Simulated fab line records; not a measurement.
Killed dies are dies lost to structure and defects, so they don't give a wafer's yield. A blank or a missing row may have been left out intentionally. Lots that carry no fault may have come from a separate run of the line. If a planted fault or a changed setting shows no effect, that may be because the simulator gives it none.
Code-filled problem report in 8D (eight disciplines) form | flow gf180mcu | the parts of the form that need people (team, actions taken, sign-off) are left out

1. WHAT IS WRONG
Wafers without a fault read 85.69 W, standard deviation 0.085; heater_power_total_W at GF_CONTACT_PEB_12 reads a mean of 90.46 W on 3 wafers belonging to 2 lots. Relative to the usual mean, that is a shift of +56 standard deviations.
The step: peb time 90 s.
Earliest sighting: wafer L208.1 on litho_track-03 at day 21 19:59. The record holds 39 wafers of 13 lots with a number at this step. The rule behind "out" and "out of limits": a value lying over 4 standard deviations away from the usual mean. The rest of the wafers with a number are treated as sound.

2. WHAT IT IS; WHAT IT IS NOT
question                    | is                     | is not
which readings at this step | heater_power_total_W   | -
which lots                  | L208, L209             | L193, L194, L195, L196, L197, L198, L201, L202, L204, L212, L216
which wafers of those lots  | L208.1, L209.1, L209.4 | L208.5, L208.6, L209.6
read on which tools         | litho_track-03         | litho_track-01, litho_track-04
when                        | from day 21 19:59      | up to then (29 sound wafers); but 7 sound wafers of L209, L212, L216 came after

3. WHAT RULES OUT EACH SUSPECT
Counting: any tool at a process step up to the reading remains a suspect provided it ran every lot that is out. Sound lots after the first of them don't rule it out here, since some wafers of a struck lot are sound.
- litho_track-03 at GF_CONTACT_PEB_12 (peb time 90 s): kept. It processed each lot that is out (first: L208, day 21 19:59); up to then, its last sound lot is L202 (day 19 11:08). On those wafers its own readings are out: heater_power_total_W.
The count leaves litho_track-03 at GF_CONTACT_PEB_12.

4. THE CAUSE (what the simulator had put in)
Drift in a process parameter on litho_track-03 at GF_CONTACT_PEB_12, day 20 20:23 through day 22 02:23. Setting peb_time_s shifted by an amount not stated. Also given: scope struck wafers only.
Only this tool survived the counting.

5. THE CHAIN OF EFFECTS, in route order
Rows list readings where the struck wafers' mean (over those with a number) sits beyond 3 standard deviations from the usual. Scope: only readings with a usual standard deviation given in the record; hours: median across lots of the time from each lot's start at the first step in this table that gives one to its start at this step; sigmas: change in usual standard deviations.
hours | step                  | reading              | usual    | on struck wafers | change | sigmas
0     | GF_CONTACT_PEB_12     | heater_power_total_W | 85.69 W  | 90.46            | +4.77  | +56
0     | GF_CONTACT_CD_MEAS_14 | cd_nm                | 219.9 nm | 215.1            | -4.8   | -3.5
It contains these process steps:
- GF_CONTACT_PEB_12: peb time 90 s.

6. WHAT WOULD HAVE CAUGHT IT SOONER
In this record the first reading out of limits was taken at day 21 19:59, 24 hours after the fault began at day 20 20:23.
